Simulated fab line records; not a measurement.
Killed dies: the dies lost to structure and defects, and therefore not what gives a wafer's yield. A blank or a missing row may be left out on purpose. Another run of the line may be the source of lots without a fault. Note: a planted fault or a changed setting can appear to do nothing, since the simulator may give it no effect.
What tool caused it? | flow gf180mcu | 13 lots with 39 wafers sampled at 6 steps, on a route of 602 steps

== WHAT EACH GAUGE READ, for each wafer ==
GF_PSD_OVL_MEAS_08.
lot  | measured     | on         | PSD_OVL (nm)
L555 | day 14 09:47 | overlay-02 | 1.3 2.4 1.4
L558 | day 15 08:38 | overlay-02 | 0.0 -0.6 -1.0
L559 | day 15 15:44 | overlay-01 | 4.4 4.2 4.9
L562 | day 17 04:08 | overlay-01 | 1.9 3.3 4.8
L564 | day 17 14:52 | overlay-02 | 0.2 2.9 2.3
L565 | day 17 22:53 | overlay-02 | 0.9 2.3 -0.2
L572 | day 20 09:56 | overlay-01 | 2.5 0.9 0.7
L573 | day 20 11:50 | overlay-02 | -0.8 0.9 2.0
L574 | day 21 00:35 | overlay-02 | 0.3 -0.6 0.6
L575 | day 21 15:40 | overlay-02 | 3.0 2.3 2.4
L576 | day 21 16:02 | overlay-02 | 1.0 1.6 1.5
L577 | day 22 03:07 | overlay-02 | 4.9 5.1 3.7
L578 | day 22 10:30 | overlay-02 | -0.1 0.5 1.7

GF_PSD_RS_MEAS_14: a four-point-probe measurement.
lot  | measured     | on            | NSD_RS (ohm/sq)
L555 | day 14 10:16 | film metro-02 | 46.18 46.09 46.24
L558 | day 15 09:07 | film metro-02 | 46.12 46.08 46.12
L559 | day 15 16:14 | film metro-02 | 46.08 46.13 46.16
L562 | day 17 04:38 | film metro-03 | 47.72 47.77 47.69
L564 | day 17 15:21 | film metro-02 | 47.65 47.73 47.77
L565 | day 17 23:22 | film metro-02 | 47.63 47.61 47.68
L572 | day 20 10:25 | film metro-03 | 46.13 46.15 46.23
L573 | day 20 12:25 | film metro-04 | 46.20 46.21 46.23
L574 | day 21 01:04 | film metro-02 | 46.31 46.34 46.38
L575 | day 21 16:10 | film metro-02 | 46.19 46.04 46.09
L576 | day 21 16:31 | film metro-03 | 46.14 45.98 45.98
L577 | day 22 03:38 | film metro-04 | 46.18 46.18 46.18
L578 | day 22 10:59 | film metro-04 | 46.23 46.34 46.31

GF_PSD_RS_MEAS_15: a four-point-probe measurement.
lot  | measured     | on            | PSD_RS (ohm/sq)
L555 | day 14 10:23 | film metro-02 | 108.5 108.6 108.4
L558 | day 15 09:14 | film metro-02 | 108.4 108.6 108.9
L559 | day 15 16:21 | film metro-02 | 108.5 108.4 108.6
L562 | day 17 04:45 | film metro-03 | 113.1 113.3 113.3
L564 | day 17 15:28 | film metro-02 | 112.9 112.9 112.9
L565 | day 17 23:29 | film metro-02 | 112.5 113.1 112.7
L572 | day 20 10:32 | film metro-03 | 108.6 108.7 108.1
L573 | day 20 12:32 | film metro-04 | 108.5 108.9 108.9
L574 | day 21 01:11 | film metro-02 | 109.0 109.0 108.9
L575 | day 21 16:17 | film metro-02 | 108.3 108.4 108.3
L576 | day 21 16:38 | film metro-03 | 108.5 107.8 108.4
L577 | day 22 03:45 | film metro-04 | 108.6 108.6 108.5
L578 | day 22 11:07 | film metro-04 | 109.2 109.1 108.9

GF_M1_CD_MEAS_14 targets a cd of 230 nm.
lot  | measured     | on        | cd nm (nm)
L555 | day 17 05:50 | cd sem-01 | 230.3 231.2 231.1
L558 | day 18 07:47 | cd sem-02 | 230.0 229.9 230.4
L559 | day 18 15:07 | cd sem-01 | 231.1 229.4 230.0
L562 | day 20 07:23 | cd sem-02 | 230.1 230.5 229.6
L564 | day 20 17:46 | cd sem-01 | 228.9 229.2 230.1
L565 | day 21 03:04 | cd sem-01 | 229.2 229.1 228.5
L572 | day 23 12:31 | cd sem-02 | 230.0 230.4 231.1
L573 | day 23 14:29 | cd sem-01 | 229.0 229.6 229.8
L574 | day 24 01:59 | cd sem-01 | 231.4 231.2 230.4
L575 | day 24 16:22 | cd sem-01 | 228.7 228.4 228.9
L576 | day 24 16:59 | cd sem-02 | 231.1 231.1 232.8
L577 | day 25 01:37 | cd sem-02 | 230.3 229.4 229.0
L578 | day 25 09:32 | cd sem-02 | 230.8 230.8 230.6

GF_V1_THK_MEAS_01.
lot  | measured     | on            | V1_CVD_00_THK (nm)
L555 | day 17 06:44 | film metro-01 | 599 596 593
L558 | day 18 08:41 | film metro-02 | 604 597 599
L559 | day 18 16:00 | film metro-01 | 583 594 589
L562 | day 20 08:16 | film metro-02 | 590 605 595
L564 | day 20 18:40 | film metro-04 | 596 599 585
L565 | day 21 03:58 | film metro-01 | 591 596 606
L572 | day 23 13:29 | film metro-02 | 593 605 609
L573 | day 23 15:22 | film metro-02 | 611 607 589
L574 | day 24 02:55 | film metro-04 | 587 601 607
L575 | day 24 17:17 | film metro-01 | 597 610 600
L576 | day 24 17:53 | film metro-01 | 601 605 607
L577 | day 25 02:31 | film metro-02 | 591 601 585
L578 | day 25 10:25 | film metro-01 | 599 598 597

== TOOL THAT RAN EACH LOT (tool first, then ch and the chambers of the sampled wafers, then the start) ==
lot  | GF_PSD_RTA_13
L555 | rtp anneal-02 ch 0, day 14 10:11
L558 | rtp anneal-02 ch 0, day 15 09:02
L559 | rtp anneal-01 ch 0, day 15 16:08
L562 | rtp anneal-01 ch 0, day 17 04:32
L564 | rtp anneal-01 ch 0, day 17 15:16
L565 | rtp anneal-01 ch 0, day 17 23:17
L572 | rtp anneal-01 ch 0, day 20 10:20
L573 | rtp anneal-02 ch 0, day 20 12:16
L574 | rtp anneal-02 ch 0, day 21 00:59
L575 | rtp anneal-02 ch 0, day 21 16:04
L576 | rtp anneal-01 ch 0, day 21 16:26
L577 | rtp anneal-02 ch 0, day 22 03:32
L578 | rtp anneal-02 ch 0, day 22 10:55
- GF_PSD_RTA_13: time 20 s.

== WHAT THE TOOLS THEMSELVES READ (means of the sampled wafers that have a number; where no wafer has one, the mark that the record gives instead) ==
GF_PSD_RTA_13.
lot  | tool          | chamber o2 ppm | lamp power pct (%) | run length s (s) | wafer_temp_C_max
L555 | rtp anneal-02 | 1.990          | 30.7               | 48.8             | 1029.8
L558 | rtp anneal-02 | 2.000          | 30.8               | 48.8             | 1029.4
L559 | rtp anneal-01 | 1.997          | 28.5               | 48.3             | 1030.0
L562 | rtp anneal-01 | 1.997          | 28.5               | 42.5             | 1029.9
L564 | rtp anneal-01 | 2.016          | 28.4               | 42.6             | 1030.5
L565 | rtp anneal-01 | 1.993          | 28.5               | 42.6             | 1029.0
L572 | rtp anneal-01 | 1.987          | 28.5               | 48.5             | 1030.6
L573 | rtp anneal-02 | 2.005          | 30.7               | 51.2             | 1030.1
L574 | rtp anneal-02 | 1.976          | 30.7               | 49.0             | 1030.3
L575 | rtp anneal-02 | 2.006          | 30.8               | 48.8             | 1029.3
L576 | rtp anneal-01 | 2.025          | 28.6               | 48.3             | 1029.9
L577 | rtp anneal-02 | 2.008          | 30.7               | 48.7             | 1029.7
L578 | rtp anneal-02 | 2.010          | 30.7               | 48.9             | 1030.5

== THE ANSWER, worked out from the rows above alone ==
Rule: the lots themselves supply what counts as usual. Put in order of their means at a reading, lots are off if they are a third of the lots or fewer, leave a main group of 4 or more, and stand apart from it by a gap of 3 or more times the standard deviation of the main group's means; of several such gaps the widest counts. A main group whose means are all the same, to the digits that the tables above print for the reading, isn't used. A lot without any number at a reading at which 4 lots or more have one is off too. Any other lot the step has rows for is counted as sound. The gauges are gone through in route order, then the tools' own readings, and for those a lot's mean is taken as printed above. The first step at which some lot is off is used, and at that step the reading that is off furthest; a lot without a number counts as furthest.
Off: at GF_PSD_RS_MEAS_14 (NSD_RS), L562, L564, L565. For the main group the mean is 46.17 ohm/sq and the standard deviation 0.087.
A tool fits if, at a process step before that reading, it ran every lot that is off, and no sound lot after the first of them. Not tried: the gauges at GF_PSD_RS_MEAS_14; whatever is off there is also off at GF_PSD_RTA_13, on other tools, and gauge error can't account for it. Of those tried, none fits.

== WHAT HAD BEEN PUT IN BY THE SIMULATOR ==
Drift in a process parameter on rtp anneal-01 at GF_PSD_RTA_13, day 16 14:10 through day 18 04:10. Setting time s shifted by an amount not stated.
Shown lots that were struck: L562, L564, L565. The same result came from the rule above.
